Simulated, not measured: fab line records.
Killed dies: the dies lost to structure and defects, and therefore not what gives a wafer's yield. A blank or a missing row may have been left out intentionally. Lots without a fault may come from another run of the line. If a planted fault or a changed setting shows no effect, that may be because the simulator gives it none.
Which tool was responsible? ; flow sky130 ; 13 lots, 39 wafers sampled, at 5 steps of a route of 708

WHAT THE GAUGES SHOWED, per wafer
SKY_NWELL_RS_MEAS_29: uses a four-point probe to measure.
lot;measured;on;NWELL_RS (ohm/sq)
L896;day 5 16:38;film-metro-03;626.2 625.6 626.9
L897;day 5 23:01;film-metro-04;624.3 624.1 625.8
L898;day 6 01:39;film-metro-03;623.8 624.2 624.5
L901;day 6 20:26;film-metro-01;628.1 628.2 628.4
L902;day 7 03:04;film-metro-03;624.7 624.5 623.7
L903;day 7 10:01;film-metro-01;624.5 623.4 626.3
L904;day 7 15:33;film-metro-01;626.0 626.0 624.9
L906;day 7 22:40;film-metro-01;623.9 624.1 624.8
L907;day 8 12:53;film-metro-01;626.8 627.3 628.3
L911;day 9 12:52;film-metro-01;625.6 625.5 624.3
L912;day 9 15:51;film-metro-04;625.7 625.4 626.1
L913;day 10 00:28;film-metro-03;624.2 623.1 625.2
L917;day 11 01:41;film-metro-03;623.8 624.7 621.8

SKY_VT_ADJUST_LVTN_OVL_MEAS_18.
lot;measured;on;VT_ADJUST_LVTN_01_OVL (nm)
L896;day 8 02:47;overlay-02;0.6 -1.4 -1.0
L897;day 8 10:27;overlay-02;-0.8 -0.5 0.8
L898;day 8 12:01;overlay-01;0.5 -0.4 -0.4
L901;day 9 10:10;overlay-01;-0.6 1.6 1.7
L902;day 9 18:01;overlay-01;1.6 -0.2 0.8
L903;day 10 01:38;overlay-02;-0.4 -0.3 -1.6
L904;day 10 08:37;overlay-01;0.7 -0.5 -0.2
L906;day 10 14:40;overlay-02;-0.3 0.0 0.3
L907;day 11 07:53;overlay-01;2.3 0.5 1.3
L911;day 12 10:14;overlay-01;3.4 2.3 1.6
L912;day 12 12:38;overlay-01;0.0 0.8 2.1
L913;day 13 00:23;overlay-02;2.7 1.2 2.9
L917;day 14 04:02;overlay-01;0.9 0.3 0.2

SKY_VT_ADJUST_LVTN_TW_MEAS_21.
lot;measured;on;VT_ADJUST_LVTN_2_TW
L896;day 8 03:04;film-metro-04;186.3 187.9 187.2
L897;day 8 10:45;film-metro-01;187.1 187.3 187.0
L898;day 8 12:17;film-metro-02;187.2 187.4 186.9
L901;day 9 10:27;film-metro-04;187.4 187.3 187.9
L902;day 9 18:17;film-metro-01;186.2 186.8 186.0
L903;day 10 01:56;film-metro-04;187.8 186.9 188.0
L904;day 10 08:53;film-metro-02;188.9 188.7 188.8
L906;day 10 14:58;film-metro-02;188.9 189.4 189.1
L907;day 11 08:10;film-metro-02;187.1 189.6 187.5
L911;day 12 10:32;film-metro-01;187.1 186.4 186.8
L912;day 12 12:56;film-metro-02;164.7 165.6 165.5 166.1 164.8 165.5
L913;day 13 00:40;film-metro-04;163.5 162.9 162.1 163.5 162.7 163.8
L917;day 14 04:20;film-metro-02;187.5 186.5 187.2

SKY_VT_ADJUST_NCORE_CD_MEAS_07: target cd 380 nm.
lot;measured;on;cd-nm (nm)
L896;day 9 00:01;cd-sem-02;375.6 377.7 377.4
L897;day 9 06:49;cd-sem-01;375.7 377.8 376.2
L898;day 9 09:52;cd-sem-01;382.2 381.2 381.2
L901;day 10 08:20;cd-sem-01;380.2 376.6 380.2
L902;day 10 17:04;cd-sem-02;378.4 376.6 379.7
L903;day 11 00:17;cd-sem-02;379.5 377.8 377.3
L904;day 11 07:52;cd-sem-02;378.8 379.6 380.6
L906;day 11 13:42;cd-sem-01;378.7 377.0 377.7
L907;day 12 07:43;cd-sem-01;381.9 379.9 378.5
L911;day 13 11:23;cd-sem-02;378.2 380.6 377.4
L912;day 13 14:29;cd-sem-02;381.1 382.1 383.2
L913;day 14 02:22;cd-sem-02;382.8 381.8 383.3
L917;day 15 06:14;cd-sem-01;383.7 384.6 384.2

TOOL THAT RAN EACH LOT (tool first, then ch and the chambers of the sampled wafers, then the start)
lot;SKY_VT_ADJUST_LVTN_IMPLANT_19
L896;implanter-01 ch 0, day 8 02:49
L897;implanter-01 ch 0, day 8 10:33
L898;implanter-04 ch 0, day 8 12:02
L901;implanter-01 ch 0, day 9 10:13
L902;implanter-02 ch 0, day 9 18:02
L903;implanter-02 ch 0, day 10 01:42
L904;implanter-04 ch 0, day 10 08:38
L906;implanter-01 ch 0, day 10 14:44
L907;implanter-02 ch 0, day 11 07:55
L911;implanter-02 ch 0, day 12 10:18
L912;implanter-01 ch 0, day 12 12:42
L913;implanter-01 ch 0, day 13 00:28
L917;implanter-02 ch 0, day 14 04:05
- SKY_VT_ADJUST_LVTN_IMPLANT_19

AS READ BY THE TOOLS THEMSELVES (means over the sampled wafers that have a number; for cases with no such wafer, the mark the record gives instead)
SKY_VT_ADJUST_LVTN_IMPLANT_19.
lot;tool;beam-energy-keV;dose-ions-cm2;faraday-current-uA
L896;implanter-01;30.012;6.5e+11;3.64
L897;implanter-01;29.997;6.5e+11;3.75
L898;implanter-04;30.014;6.5e+11;3.62
L901;implanter-01;30.004;6.5e+11;3.63
L902;implanter-02;29.993;6.5e+11;3.68
L903;implanter-02;29.993;6.5e+11;3.66
L904;implanter-04;30.005;6.5e+11;3.64
L906;implanter-01;29.991;6.5e+11;3.69
L907;implanter-02;29.995;6.5e+11;3.68
L911;implanter-02;30.010;6.5e+11;3.70
L912;implanter-01;29.992;4.0e+11;2.22
L913;implanter-01;30.005;4.0e+11;2.23
L917;implanter-02;30.011;6.5e+11;3.65

THE ANSWER, worked out from the rows above alone
Rule: the lots themselves supply what counts as usual. Put in order of their means at a reading, lots are off if they are a third of the lots or fewer, leave a main group of 4 or more, and stand apart from it by a gap of 3 or more times the standard deviation of the main group's means; of several such gaps the widest counts. A main group is skipped when, at the precision printed for the reading in the tables above, its means are all equal. A lot without any number at a reading at which 4 lots or more have one is off too. All remaining lots with rows at the step are treated as sound. Order of review: gauges by route order, followed by the tools' own readings, for which a lot's mean as printed above is used. At the first step where some lot is off, the reading lying furthest off is the one used; lots without a number count as furthest.
Off: at SKY_VT_ADJUST_LVTN_TW_MEAS_21 (VT_ADJUST_LVTN_2_TW), L912, L913. For the main group the mean is 187.5 and the standard deviation 0.81.
A tool fits if, at a process step before that reading, it ran every lot that is off, and no sound lot after the first of them. The gauges at SKY_VT_ADJUST_LVTN_TW_MEAS_21 aren't tried: what is off there is off at SKY_VT_ADJUST_LVTN_IMPLANT_19 too, on other tools, and a gauge's error can't cause that. One fits: SKY_VT_ADJUST_LVTN_IMPLANT_19 on implanter-01. Its last sound lot is L906 (day 10 14:44), its first lot that is off L912 (day 12 12:42): a fault that began between those two fits.
The tool's own readings at SKY_VT_ADJUST_LVTN_IMPLANT_19 bear it out: on the lots that are off they differ by more than 5 times the standard deviation of the sound lots' means. dose-ions-cm2 reads 4.0e+11 there against 6.5e+11 on the sound lots; faraday-current-uA reads 2.23 there against 3.67 on the sound lots.

WHAT THE SIMULATOR HAD INSERTED
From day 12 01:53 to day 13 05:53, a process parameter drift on implanter-01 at SKY_VT_ADJUST_LVTN_IMPLANT_19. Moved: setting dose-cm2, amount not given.
Struck lots among those shown: L912, L913. The rule above found the same.
